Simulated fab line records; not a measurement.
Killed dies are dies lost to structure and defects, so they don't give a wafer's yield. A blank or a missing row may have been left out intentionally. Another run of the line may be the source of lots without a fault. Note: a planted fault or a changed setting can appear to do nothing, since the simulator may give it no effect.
fab line records -- flow sky130
[record] lots = 12, wafers = 36, last-day = 50
route steps=708 shown METAL3@566 VIA4@659 PASSIVATION@684 PAD_OPEN@708
lots with no fault: from the same line, run without faults
start-h: hours from the record's first day to the start of the lot's first wafer shown -- wait-h: how many hours have passed since the lot's step before this one -- " unchanged from the row above -- L1.1+2: a single row standing in for several wafers -- - no value present, or no start provided -- * or withheld: withheld -- < > ~ a bound
route shown NAME@n: a module of which the file shows steps, and the number in the route of the first -- usual: mean and standard deviation over wafers with no fault -- same: alike in all rows -- chamber/n: place in a boat -- sites: the reading at each site -- _std_site: their standard deviation -- _edge_site: the outer-site mean with the inner-site mean subtracted -- radius-mm: how far each site lies from the wafer's centre -- mask NAME#n: copy n -- behind: the last tool/chamber to shape the wafer -- hold: what put the lot on hold/how long, in hours/how the hold closed -- device: whichever transistor did not switch (one of n, p or np) -- end of line: the same wafers' tests at the end of the route -- step lacking rows: just its recipe -- killed: dies that structure and defects cost at the first sort, which is not the same as the wafer's yield -- map: a wafer's dies, x killed, . not, _ none there
set.NAME: the setting the step ran with; set.NAME@STEP: the setting that earlier step ran with -- model.NAME: the simulator's own value behind a step, which no gauge read
a sample of lots followed through the steps of the route, with each step as a table and each wafer as a row
services: when a tool's chamber went out of use (start-h, in hours from the record's first day, below 0 if earlier), for how many hours, and the reason
[[steps]]
[step SKY_METAL3_ETCH_16]
[recipe] chemistry = N2/H2, target = BARC, ion-energy-ev = 200, bias-w = 100, pressure-mtorr = 30, n2-flow-sccm = 100, h2-flow-sccm = 200, icp-w = 500, stop-on = SiO2, time-s = 88.2, target-depth-a = 600
[usual] drypump-motor-current-A = 5.7/0.45, oes-product-au = 0.625/0.0044, rf-fwd-power-W = 497.1/1.9, throttle-valve-pct = 13.204/0.01
lot.wafer,tool,chamber,start-h,wait-h,drypump-motor-current-A,oes-product-au,rf-fwd-power-W,rf-hours-counter-h,throttle-valve-pct
L217.2,rie-metal-02,1,902.59,0.0,5.8,0.621,496.3,20,13.201
L217.4,rie-metal-02,1,902.59,0.0,5.8,0.624,498.1,-,13.187
L217.6,rie-metal-02,0,902.59,0.0,6.4,0.620,496.3,-,13.199
L218.1,rie-metal-03,1,931.24,0.0,5.0,0.623,497.4,9,13.221
L218.2,rie-metal-03,0,931.24,0.0,5.5,0.621,495.6,2,13.212
L218.6,rie-metal-03,0,931.24,0.0,5.5,0.620,497.1,-,13.189
L220.2,rie-metal-03,0,933.45,0.0,5.6,0.629,495.8,2,13.208
L220.4,rie-metal-03,1,933.45,0.0,5.0,0.622,496.6,-,13.195
L220.5,rie-metal-03,0,933.45,0.0,5.5,0.627,495.6,-,13.208
L219.1,rie-metal-04,1,934.62,0.1,5.4,0.625,497.1,11,13.206
L219.2,rie-metal-04,1,934.62,0.1,5.4,0.626,494.1,-,13.219
L219.4,rie-metal-04,1,934.62,0.1,5.4,0.624,498.6,-,13.202
L221.1,rie-metal-02,1,936.44,0.0,5.8,0.632,497.3,0,13.215
L221.3,rie-metal-02,1,936.44,0.0,5.8,0.627,496.6,-,13.186
L221.5,rie-metal-02,1,936.44,0.0,5.8,0.623,497.8,-,13.191
L222.2,rie-metal-03,0,943.09,0.0,5.5,0.623,497.6,3,13.203
L222.3,rie-metal-03,1,943.09,0.0,5.0,0.622,499.0,-,13.213
L222.4,rie-metal-03,0,943.09,0.0,5.5,0.623,499.5,-,13.211
L226.2,rie-metal-03,0,970.69,0.0,5.5,0.633,497.7,4,13.211
L226.3,rie-metal-03,1,970.69,0.0,5.0,0.630,497.5,-,13.190
L226.4,rie-metal-03,0,970.69,0.0,5.6,0.617,496.6,-,13.190
L227.1,rie-metal-03,1,980.48,0.0,5.0,0.619,496.7,11,13.207
L227.3,rie-metal-03,1,980.48,0.0,5.0,0.625,496.2,-,13.180
L227.4,rie-metal-03,0,980.48,0.0,5.6,0.631,498.7,-,13.213
L229.2,rie-metal-04,1,995.18,0.0,5.4,0.629,498.5,15,13.233
L229.4,rie-metal-04,1,995.18,0.0,5.4,0.631,501.2,-,13.189
L229.6,rie-metal-04,0,995.18,0.0,6.0,0.632,495.6,-,13.208
L230.2,rie-metal-03,1,1001.58,0.0,5.0,0.625,498.3,11,13.199
L230.4,rie-metal-03,1,1001.58,0.0,5.0,0.623,497.8,-,13.222
L230.5,rie-metal-03,0,1001.58,0.0,5.6,0.623,497.7,-,13.201
L233.2,rie-metal-03,0,1021.78,0.0,5.5,0.627,502.5,6,13.210
L233.3,rie-metal-03,0,1021.78,0.0,5.5,0.625,499.6,-,13.188
L233.5,rie-metal-03,0,1021.78,0.0,5.5,0.633,500.6,-,13.204
L237.2,rie-metal-03,0,1047.08,0.0,5.6,0.627,496.2,7,13.201
L237.3,rie-metal-03,0,1047.08,0.0,5.6,0.620,497.3,-,13.205
L237.5,rie-metal-03,0,1047.08,0.0,5.5,0.620,496.1,-,13.221
[step SKY_VIA4_THK_MEAS_20]
[recipe] thk-meas-gauge = xrf, reads = W_of_VIA4_CVD_18
[usual] VIA4_W_THK = 514/9.6
lot.wafer,tool,chamber,start-h,wait-h,VIA4_W_THK[nm]
L217.2,film-metro-02,-,1004.33,0.1,531
L217.4,film-metro-02,-,1004.33,0.1,518
L217.6,film-metro-02,-,1004.33,0.1,527
L218.1,film-metro-01,-,1030.98,0.1,519
L218.2,film-metro-01,-,1030.98,0.1,514
L218.6,film-metro-01,-,1030.98,0.1,519
L220.2,film-metro-03,-,1033.65,0.1,507
L220.4,film-metro-03,-,1033.65,0.1,511
L220.5,film-metro-03,-,1033.65,0.1,504
L219.1,film-metro-03,-,1034.92,0.1,514
L219.2,film-metro-03,-,1034.92,0.1,509
L219.4,film-metro-03,-,1034.92,0.1,512
L221.1,film-metro-01,-,1036.62,0.1,512
L221.3,film-metro-01,-,1036.62,0.1,513
L221.5,film-metro-01,-,1036.62,0.1,514
L222.2,film-metro-01,-,1044.35,0.1,511
L222.3,film-metro-01,-,1044.35,0.1,516
L222.4,film-metro-01,-,1044.35,0.1,515
L226.2,film-metro-03,-,1068.18,0.1,503
L226.3,film-metro-03,-,1068.18,0.1,504
L226.4,film-metro-03,-,1068.18,0.1,501
L227.1,film-metro-03,-,1075.50,0.1,508
L227.3,film-metro-03,-,1075.50,0.1,505
L227.4,film-metro-03,-,1075.50,0.1,505
L229.2,film-metro-01,-,1090.48,0.1,517
L229.4,film-metro-01,-,1090.48,0.1,514
L229.6,film-metro-01,-,1090.48,0.1,515
L230.2,film-metro-02,-,1095.08,0.1,533
L230.4,film-metro-02,-,1095.08,0.1,537
L230.5,film-metro-02,-,1095.08,0.1,533
L233.2,film-metro-03,-,1115.25,0.1,521
L233.3,film-metro-03,-,1115.25,0.1,519
L233.5,film-metro-03,-,1115.25,0.1,511
L237.2,film-metro-03,-,1133.74,0.1,503
L237.3,film-metro-03,-,1133.74,0.1,499
L237.5,film-metro-03,-,1133.74,0.1,500
[step SKY_PASSIVATION_THK_MEAS_03]
[recipe] reads = Si3N4_of_PASSIVATION_CVD_02
[usual] PASSIVATION_CVD_02_THK = 538/6.8
lot.wafer,tool,chamber,start-h,wait-h,PASSIVATION_CVD_02_THK[nm]
L217.2,film-metro-04,-,1028.63,-,539
L217.4,film-metro-04,-,1028.63,-,546
L217.6,film-metro-04,-,1028.63,-,546
L218.1,film-metro-04,-,1053.36,-,536
L218.2,film-metro-04,-,1053.36,-,530
L218.6,film-metro-04,-,1053.36,-,538
L220.2,film-metro-01,-,1057.12,-,542
L220.4,film-metro-01,-,1057.12,-,544
L220.5,film-metro-01,-,1057.12,-,549
L219.1,film-metro-02,-,1058.59,-,532
L219.2,film-metro-02,-,1058.59,-,536
L219.4,film-metro-02,-,1058.59,-,541
L221.1,film-metro-01,-,1059.73,-,527
L221.3,film-metro-01,-,1059.73,-,529
L221.5,film-metro-01,-,1059.73,-,534
L222.2,film-metro-02,-,1067.15,-,541
L222.3,film-metro-02,-,1067.15,-,532
L222.4,film-metro-02,-,1067.15,-,541
L226.2,film-metro-04,-,1090.91,-,536
L226.3,film-metro-04,-,1090.91,-,540
L226.4,film-metro-04,-,1090.91,-,548
L227.1,film-metro-04,-,1097.19,-,523
L227.3,film-metro-04,-,1097.19,-,517
L227.4,film-metro-04,-,1097.19,-,531
L229.2,film-metro-01,-,1113.45,-,530
L229.4,film-metro-01,-,1113.45,-,542
L229.6,film-metro-01,-,1113.45,-,541
L230.2,film-metro-04,-,1117.71,-,535
L230.4,film-metro-04,-,1117.71,-,544
L230.5,film-metro-04,-,1117.71,-,546
L233.2,film-metro-04,-,1137.05,-,531
L233.3,film-metro-04,-,1137.05,-,532
L233.5,film-metro-04,-,1137.05,-,539
L237.2,film-metro-01,-,1153.63,-,531
L237.3,film-metro-01,-,1153.63,-,526
L237.5,film-metro-01,-,1153.63,-,536
[step SKY_PASSIVATION_ETCH_11]
[recipe] chemistry = CF4/O2, target-depth-nm = 725, stop-on = AlCu, source-w = 800, bias-w = 150, pressure-mtorr = 150, cf4-flow-sccm = 80, O2_flow_sccm = 10, time-s = 161.1
[usual] drypump-motor-current-A = 5.7/0.4, oes-product-au = 0.977/0.0068, rf-fwd-power-W = 796.7/2.5, throttle-valve-pct = 5.964/0.0089
lot.wafer,tool,chamber,start-h,wait-h,drypump-motor-current-A,oes-product-au,rf-fwd-power-W,rf-hours-counter-h,throttle-valve-pct
L217.2,rie-diel-03,1,1050.70,-,5.1,0.978,792.7,15,5.974
L217.4,rie-diel-03,3,1050.70,-,5.6,0.984,796.8,24,5.960
L217.6,rie-diel-03,3,1050.70,-,5.6,0.994,797.6,-,5.969
L218.1,rie-diel-03,1,1074.07,-,5.1,0.980,798.3,16,5.951
L218.2,rie-diel-03,0,1074.07,-,6.1,0.975,795.3,16,5.962
L218.6,rie-diel-03,0,1074.07,-,6.1,0.980,796.5,-,5.961
L220.2,rie-diel-03,2,1077.65,-,5.5,0.979,797.4,25,5.964
L220.4,rie-diel-03,1,1077.65,-,5.1,0.974,799.9,16,5.963
L220.5,rie-diel-03,3,1077.65,-,5.6,0.989,796.6,-,5.969
L219.1,rie-diel-01,2,1078.97,-,5.6,0.971,795.3,22,5.965
L219.2,rie-diel-01,1,1078.97,-,5.6,0.964,794.7,10,5.955
L219.4,rie-diel-01,3,1078.97,-,6.2,0.979,800.8,26,5.967
L221.1,rie-diel-04,3,1080.82,-,5.2,0.966,804.6,14,5.951
L221.3,rie-diel-04,2,1080.82,-,5.4,0.964,799.6,19,5.950
L221.5,rie-diel-04,3,1080.82,-,5.3,0.971,801.1,-,5.975
L222.2,rie-diel-03,2,1087.94,-,5.5,0.985,797.6,25,5.976
L222.3,rie-diel-03,3,1087.94,-,5.6,0.966,798.8,25,5.957
L222.4,rie-diel-03,1,1087.94,-,5.1,0.978,797.1,16,5.959
L226.2,rie-diel-04,3,1111.34,-,5.3,0.975,799.7,15,5.969
L226.3,rie-diel-04,2,1111.34,-,5.4,0.969,793.7,20,5.952
L226.4,rie-diel-04,0,1111.34,-,6.6,0.988,799.9,19,5.938
L227.1,rie-diel-03,0,1117.47,-,6.1,0.972,797.9,18,5.948
L227.3,rie-diel-03,3,1117.47,-,5.6,0.959,794.4,26,5.949
L227.4,rie-diel-03,2,1117.47,-,5.5,0.974,794.6,26,5.969
L229.2,rie-diel-01,1,1130.22,-,5.6,0.974,799.2,11,5.971
L229.4,rie-diel-01,3,1130.22,-,6.2,0.977,796.9,28,5.964
L229.6,rie-diel-01,1,1130.22,-,5.6,0.979,794.6,-,5.964
L230.2,rie-diel-03,1,1135.80,-,5.1,0.981,793.6,18,5.974
L230.4,rie-diel-03,0,1135.80,-,6.0,0.986,795.1,18,5.965
L230.5,rie-diel-03,2,1135.80,-,5.6,0.986,799.0,-,5.950
L233.2,rie-diel-03,2,1155.14,-,5.5,0.979,793.7,28,5.956
L233.3,rie-diel-03,1,1155.14,-,5.1,0.972,795.7,19,5.967
L233.5,rie-diel-03,1,1155.14,-,5.1,0.974,795.8,-,5.965
L237.2,rie-diel-01,1,1170.59,-,5.6,0.965,796.4,13,5.964
L237.3,rie-diel-01,2,1170.59,-,5.5,0.962,793.9,25,5.955
L237.5,rie-diel-01,1,1170.59,-,5.6,0.972,798.4,-,5.975
[step SKY_PAD_OPEN_PROBE_99]
[usual] defect-limited-yield = 81.9/1.9, killed_at_M0_to_M3 = 45/7.9, killed_at_M4_up = 2.9/1.8, killed-at-contacts = 25/5.5, killed-at-front-end = 16/4.4, killed-at-other = 0.3/0.58, killed-dies = 89/9.4, killed-open = 49/6.8, killed-short = 40/6.3, sort_bin_3_pad_short = 0.9/0.41, sort_bin_5_function = 10.8/1.5, sort_bin_6_memory = 6.4/1.2, sort-n-pass = 403/9.4, sort-yield-pct = 81.9/1.9
[same] gross-dies = 492, killed-at-back-side = 0, sort_bin_4_leakage[%] = 0, sort_bin_8_speed[%] = 0
lot.wafer,tool,chamber,start-h,wait-h,defect-limited-yield[%],killed_at_M0_to_M3,killed_at_M4_up,killed-at-contacts,killed-at-front-end,killed-at-other,killed-dies,killed-open,killed-short,sort_bin_3_pad_short[%],sort_bin_5_function[%],sort_bin_6_memory[%],sort-n-pass,sort-yield-pct[%]
L221.1,prober-02,-,1102.87,0.1,85.8,33,2,22,13,0,70,40,30,0.6,7.9,5.7,422,85.8
L221.3,prober-02,-,1102.97,0.2,84.1,38,3,17,19,1,78,39,39,1.4,8.9,5.5,414,84.1
L221.5,prober-02,-,1103.07,0.2,84.3,39,2,13,23,0,77,36,41,1.0,9.3,5.3,415,84.3
L222.2,prober-01,-,1111.28,0.1,80.3,54,1,30,12,0,97,55,42,1.2,12.2,6.3,395,80.3
L222.3,prober-01,-,1111.33,0.2,82.3,39,5,30,13,0,87,48,39,0.6,9.8,7.3,405,82.3
L222.4,prober-01,-,1111.38,0.2,85.4,28,3,24,17,0,72,44,28,0.8,9.3,4.5,420,85.4
L227.1,prober-02,-,1137.76,0.1,82.1,45,2,25,16,0,88,54,34,0.6,9.8,7.5,404,82.1
L227.3,prober-02,-,1137.86,0.2,82.7,36,4,29,16,0,85,53,32,1.4,10.4,5.5,407,82.7
L227.4,prober-02,-,1137.91,0.2,81.9,48,1,23,17,0,89,51,38,0.2,12.0,5.9,403,81.9
L230.2,prober-02,-,1156.31,0.1,81.9,44,4,29,12,0,89,53,36,0.6,11.6,5.9,403,81.9
L230.4,prober-02,-,1156.41,0.2,85.4,39,6,16,11,0,72,38,34,0.8,9.8,4.1,420,85.4
L230.5,prober-02,-,1156.46,0.2,83.3,44,0,28,10,0,82,47,35,0.2,10.8,5.7,410,83.3
L233.2,prober-01,-,1174.93,0.1,72.8,90,4,23,17,0,134,41,37,3.5,16.9,6.9,358,72.8
L233.3,prober-01,-,1174.98,0.2,74.8,84,2,30,7,1,124,42,29,4.1,14.4,6.7,368,74.8
L233.5,prober-01,-,1175.08,0.2,71.7,100,1,21,17,0,139,54,28,4.3,17.5,6.5,353,71.7
L237.2,prober-01,-,1188.72,0.1,71.5,107,0,22,11,0,140,44,38,6.1,15.9,6.5,352,71.5
L237.3,prober-01,-,1188.77,0.2,69.7,106,3,23,17,0,149,51,45,3.9,18.9,7.5,343,69.7
L237.5,prober-01,-,1188.87,0.2,71.7,103,1,18,15,2,139,40,43,4.7,17.1,6.5,353,71.7
// killed by level:class
L221.1 LI_CONTACT:geometric-particle:open=7 VIA1:geometric-particle:open=7 CONTACT:geometric-particle:short=5 METAL2:geometric-particle:short=5 VIA2:geometric-particle:open=5 VIA3:geometric-particle:open=5 FIELD_ISO:geometric-particle:open=4 LOCAL_INTERCONNECT:geometric-particle:open=4
L221.3 METAL2:geometric-particle:short=8 FIELD_ISO:geometric-particle:short=6 CONTACT:geometric-particle:open=6 LI_CONTACT:geometric-particle:open=5 VIA2:geometric-particle:open=5 METAL1:geometric-particle:short=5 VIA1:geometric-particle:open=5 VIA3:geometric-particle:open=4
L221.5 VIA1:geometric-particle:open=8 FIELD_ISO:geometric-particle:open=7 METAL2:geometric-particle:short=7 FIELD_ISO:geometric-particle:short=6 CONTACT:geometric-particle:open=6 VIA1:geometric-particle:short=6 VIA2:geometric-particle:short=5 POLY_GATE:geometric-particle:open=4
L222.2 VIA1:geometric-particle:open=13 VIA2:geometric-particle:open=11 CONTACT:geometric-particle:open=10 LOCAL_INTERCONNECT:geometric-particle:short=6 CONTACT:geometric-particle:short=6 METAL2:geometric-particle:short=6 METAL1:geometric-particle:short=5 FIELD_ISO:geometric-particle:open=4
L222.3 LI_CONTACT:geometric-particle:open=10 CONTACT:geometric-particle:short=10 VIA1:geometric-particle:open=9 VIA3:geometric-particle:open=8 CONTACT:geometric-particle:open=6 VIA2:geometric-particle:open=5 METAL1:geometric-particle:short=4 VIA1:geometric-particle:short=4
L222.4 CONTACT:geometric-particle:open=9 POLY_GATE:geometric-particle:short=7 LI_CONTACT:geometric-particle:open=7 VIA1:geometric-particle:open=7 VIA3:geometric-particle:open=6 VIA2:geometric-particle:open=5 CONTACT:geometric-particle:short=4 POLY_GATE:geometric-particle:open=3
L227.1 VIA1:geometric-particle:open=15 CONTACT:geometric-particle:open=12 VIA1:geometric-particle:short=8 VIA3:geometric-particle:open=7 LI_CONTACT:geometric-particle:open=5 FIELD_ISO:geometric-particle:open=4 POLY_GATE:geometric-particle:open=4 CONTACT:geometric-particle:short=4
L227.3 CONTACT:geometric-particle:open=11 LI_CONTACT:geometric-particle:open=8 FIELD_ISO:geometric-particle:open=7 CONTACT:geometric-particle:short=7 VIA1:geometric-particle:short=6 VIA1:geometric-particle:open=6 VIA2:geometric-particle:open=6 VIA3:geometric-particle:open=6
L227.4 VIA1:geometric-particle:open=11 VIA2:geometric-particle:open=8 LI_CONTACT:geometric-particle:open=8 VIA1:geometric-particle:short=8 FIELD_ISO:geometric-particle:open=5 CONTACT:geometric-particle:open=5 VIA3:geometric-particle:open=5 LOCAL_INTERCONNECT:geometric-particle:short=4
L230.2 CONTACT:geometric-particle:open=14 VIA1:geometric-particle:open=12 VIA2:geometric-particle:open=8 VIA1:geometric-particle:short=8 LI_CONTACT:geometric-particle:open=5 CONTACT:geometric-particle:short=5 FIELD_ISO:geometric-particle:open=4 FIELD_ISO:geometric-particle:short=4
L230.4 VIA1:geometric-particle:short=8 VIA1:geometric-particle:open=8 CONTACT:geometric-particle:open=5 VIA3:geometric-particle:open=5 LI_CONTACT:geometric-particle:open=4 METAL2:geometric-particle:short=4 VIA2:geometric-particle:open=4 METAL4:geometric-particle:short=4
L230.5 VIA1:geometric-particle:open=16 CONTACT:geometric-particle:open=14 CONTACT:geometric-particle:short=7 VIA3:geometric-particle:open=7 VIA1:geometric-particle:short=5 FIELD_ISO:geometric-particle:open=4 FIELD_ISO:geometric-particle:short=4 METAL1:geometric-particle:short=4
L233.2 METAL3:unspecified=55 VIA1:geometric-particle:open=7 VIA2:geometric-particle:open=7 LI_CONTACT:geometric-particle:open=6 FIELD_ISO:geometric-particle:short=5 LOCAL_INTERCONNECT:geometric-particle:short=5 METAL1:geometric-particle:short=5 FIELD_ISO:geometric-particle:open=4
L233.3 METAL3:unspecified=52 CONTACT:geometric-particle:open=13 VIA3:geometric-particle:open=8 LI_CONTACT:geometric-particle:open=6 CONTACT:geometric-particle:short=5 METAL1:geometric-particle:short=5 VIA2:geometric-particle:open=4 LI_CONTACT:geometric-particle:short=3
L233.5 METAL3:unspecified=57 VIA1:geometric-particle:open=14 CONTACT:geometric-particle:open=10 FIELD_ISO:geometric-particle:open=7 VIA2:geometric-particle:open=6 METAL1:geometric-particle:short=5 LI_CONTACT:geometric-particle:open=5 VIA3:geometric-particle:open=4
L237.2 METAL3:unspecified=58 VIA1:geometric-particle:open=12 METAL2:geometric-particle:short=10 CONTACT:geometric-particle:open=8 VIA2:geometric-particle:open=8 METAL1:geometric-particle:short=5 FIELD_ISO:geometric-particle:open=4 LI_CONTACT:geometric-particle:open=4
L237.3 METAL3:unspecified=53 VIA1:geometric-particle:open=16 CONTACT:geometric-particle:open=9 METAL1:geometric-particle:short=8 LOCAL_INTERCONNECT:geometric-particle:short=6 FIELD_ISO:geometric-particle:short=5 VIA2:geometric-particle:open=5 VIA3:geometric-particle:open=5
L237.5 METAL3:unspecified=56 METAL2:geometric-particle:short=10 VIA1:geometric-particle:open=9 CONTACT:geometric-particle:open=8 METAL1:geometric-particle:short=7 VIA2:geometric-particle:open=7 VIA2:geometric-particle:short=4 POLY_GATE:geometric-particle:open=4
[[services]]
tool,chamber,start-h,hours,kind
rie-metal-02,-,899.62,2.8,pm
rie-diel-04,3,900.35,9.3,repair
rie-diel-04,1,901.29,7.9,repair
rie-diel-03,0,916.64,4.1,repair
rie-diel-04,2,939.41,10.4,repair
rie-metal-03,-,941.03,0.8,repair
rie-diel-01,-,962.77,0.3,repair
rie-metal-03,-,986.43,14.6,pm
rie-metal-02,0,989.59,11.3,repair
rie-diel-01,2,1009.53,18.0,repair
rie-diel-04,0,1009.69,4.9,repair
rie-diel-03,-,1011.12,0.2,repair
rie-metal-02,0,1027.28,14.8,repair
rie-diel-01,1,1033.77,5.8,repair
rie-metal-03,-,1043.37,1.4,pm
rie-metal-04,-,1046.06,2.8,pm
rie-diel-04,2,1052.84,2.4,repair
rie-diel-04,-,1061.96,0.6,repair
rie-metal-04,-,1064.67,0.1,repair
rie-metal-02,-,1069.62,14.6,pm
rie-metal-03,0,1087.26,4.4,repair
rie-metal-03,1,1087.68,18.5,repair
rie-diel-03,2,1088.10,1.3,repair
rie-diel-01,3,1096.01,2.4,repair
[[key]]
[first-sign] step = SKY_PAD_OPEN_PROBE_99, reading = sort_bin_3_pad_short, direction = up, sigmas = 8.6, usual = 0.9, struck = 4.4
[effect] step = SKY_PAD_OPEN_PROBE_99, reading = killed_at_M0_to_M3, direction = up, sigmas = 6.7, usual = 45, struck = 98
met-at SKY_METAL3_ETCH_16
struck-lots L233,L237
struck-wafers L233.2,L233.3,L233.5,L237.2,L237.3,L237.5
not-acting-at SKY_VIA4_THK_MEAS_20,SKY_PASSIVATION_THK_MEAS_03,SKY_PASSIVATION_ETCH_11
onset-between 1001.58 1021.78
also-fits time
[fault] kind = chamber-particle-source, tool = rie-metal-03, chamber = 0, onset-h = 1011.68, steps = SKY_METAL3_ETCH_16, rate-per-visit-cm2 = 1.9162, end-h = 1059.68
